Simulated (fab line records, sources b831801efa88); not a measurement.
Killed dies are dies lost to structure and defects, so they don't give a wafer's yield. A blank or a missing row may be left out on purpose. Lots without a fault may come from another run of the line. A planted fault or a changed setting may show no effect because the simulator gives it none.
A struck lot beside a sound one | flow sfq_line | 24 steps out of a route of 325
Sound: wafers L458.3, L458.4, L458.5. Struck: wafers L452.1, L452.2, L452.4. The cause comes at the end.
At each step with rows: each side's tool, then ch and its chambers, then its first start. Under that, the readings that differ: sound wafers | struck wafers | difference of the means | sigmas: that difference in standard deviations of wafers without a fault.
alike: readings whose means differ by less than 2 such deviations, and words and numbers that are the same on both sides. not compared: withheld readings, readings that some wafer has no value for, bounds like >300 that may hide the same value, and numbers for which the record gives no deviation and whose values overlap.
The two part at a step that has a row with sigmas, a row that says differs or no value, or rows on one side only. Numbers that don't overlap but have no deviation are shown without sigmas and don't part them. A reading that every wafer of one side lacks parts them only if that side has two wafers or more.

first, 1 step without rows for these wafers: SFQ_TRILAYER_M2_STRIP_SOLV_CLEAN_062 (cleans in NMP, time 600 s).
SFQ_TRILAYER_I2_DEP_PECVD_063: deposits SiO2 from SiH4/N2O, time 111.11 s, target thk 500 nm.
  sound on pecvd-01 ch 0,1,2, day 40 09:31; struck on pecvd-03 ch 0,1, day 39 02:20
  alike: heater_power_w, showerhead_vpp_V, throttle_valve_pct
SFQ_TRILAYER_I2_CMP_CMP_064: polishes SiO2.
  sound on cmp-02 ch 0,2,3, day 41 07:04; struck on cmp-02 ch 1,2,3, day 39 23:38
  alike: motor_current_A, time_to_endpoint_s
SFQ_I2_BOW_MEAS_917:
  sound on film_metro-02, day 41 09:36; struck on film_metro-01, day 40 02:38
  alike: I2_BOW
SFQ_TRILAYER_I2_METRO_MEASURE_065:
  sound on film_metro-02, day 41 10:05; struck on film_metro-01, day 40 02:46
  alike: thk_nm
then, 6 steps without rows for these wafers: SFQ_TRILAYER_I2_VIA_LITHO_COAT_072 (resist thk 62 nm); SFQ_TRILAYER_I2_VIA_LITHO_COAT_067 (resist thk 650 nm); SFQ_TRILAYER_I2_VIA_LITHO_SOFTBAKE_071; SFQ_TRILAYER_I2_VIA_LITHO_EXPOSE_068 (exposes mask I2, target cd 500 nm); SFQ_TRILAYER_I2_VIA_LITHO_PEB_070 (peb time 60 s); SFQ_TRILAYER_I2_VIA_LITHO_DEVELOP_069 (time 60 s).
SFQ_I2_OVL_MEAS_918:
  sound on overlay-01, day 46 20:06; struck on overlay-01, day 40 06:13
  alike: I2_OVL
SFQ_TRILAYER_I2_VIA_BARC_OPEN_VIA_ETCH_096: etches BARC in O2, target depth 125 nm, time 41.7 s.
  sound on rie_diel-03 ch 0,1,3, day 46 20:07; struck on rie_diel-01 ch 0,2,3, day 40 06:14
  no value came back on the struck wafers for bias_w (W), chamber_pressure_mTorr (mTorr), drypump_motor_current_A (A), oes_product_au (a.u.); on the sound wafers bias_w (W) reads 80.14 79.91 79.92
  reading                                                 | sound             | struck            | difference | sigmas
  model.KrF_of_TRILAYER_I2_VIA_LITHO_COAT_067.thk_nm (nm) | 572.1 572.5 571.1 | 618.3 616.7 616.7 | +45.3      |
  not compared: rf_hours_counter_h
SFQ_TRILAYER_I2_VIA_ETCH_VIA_ETCH_070: etches SiO2 in CHF3, stops on Nb, target depth 260 nm.
  sound on rie_diel-03 ch 0,1,3, day 46 20:10; struck on rie_diel-01 ch 0,2,3, day 40 06:17
  reading                                                 | sound             | struck            | difference | sigmas
  oes_product_au (a.u.)                                   | 0.860 0.852 0.848 | 0.383 0.370 0.376 | -0.477     | -88
  model.KrF_of_TRILAYER_I2_VIA_LITHO_COAT_067.thk_nm (nm) | 527.4 528.1 525.7 | 573.8 572.4 572.1 | +45.7      |
  alike: bias_w, chamber_pressure_mTorr, drypump_motor_current_A
SFQ_TRILAYER_I2_VIA_STRIP_STRIP_071: strips in O2.
  sound on rie_metal-01 ch 0,1, day 46 20:28; struck on rie_metal-01 ch 0,1, day 40 06:24
  alike: drypump_motor_current_A, oes_product_au, platen_temp_c
  not compared: rf_hours_counter_h
then, 2 steps without rows for these wafers: SFQ_TRILAYER_I2_VIA_STRIP_SOLV_CLEAN_072 (cleans in NMP, time 600 s); SFQ_TRILAYER_M3_DEP_PRE_CLEAN_074 (time 22.5 s).
SFQ_TRILAYER_M3_DEP_SPUTTER_073: material Nb, target thk 200 nm, time 133.3 s.
  sound on pvd_sputter-03, day 46 21:05; struck on pvd_sputter-03, day 40 07:12
  alike: base_pressure_pa, throttle_valve_pct
SFQ_M3_RS_MEAS_919: measures by four-point-probe.
  sound on film_metro-03, day 46 21:13; struck on film_metro-01, day 40 07:17
  alike: M3_NB_RS
then, 3 steps without rows for these wafers: SFQ_TRILAYER_M3_LITHO_COAT_080 (resist thk 62 nm); SFQ_TRILAYER_M3_LITHO_COAT_075 (resist thk 600 nm); SFQ_TRILAYER_M3_LITHO_SOFTBAKE_079.
-- the record jumps here: 5 days lie between the struck wafers' starts before and after --
SFQ_TRILAYER_M3_LITHO_EXPOSE_076: exposes mask M3, target cd 500 nm.
  sound on krf_scanner-01 ch 0, day 52 08:32; struck on krf_scanner-02, day 44 20:42
  no value came back on the struck wafers for exposure_dose_mJ_cm2, focus_offset_nm (nm); on the sound wafers exposure_dose_mJ_cm2 reads 14.408 14.414 14.401
  alike: mask
then, 1 step without rows for these wafers: SFQ_TRILAYER_M3_LITHO_PEB_078 (peb time 60 s).

WHERE THEY PART
First at SFQ_TRILAYER_I2_VIA_BARC_OPEN_VIA_ETCH_096; last, within this record, at SFQ_TRILAYER_M3_LITHO_EXPOSE_076.

WHY: what the simulator had put in
Skipped step whole: rie_diel-01, from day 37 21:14 on, at SFQ_TRILAYER_I2_VIA_BARC_OPEN_VIA_ETCH_096. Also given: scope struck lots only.
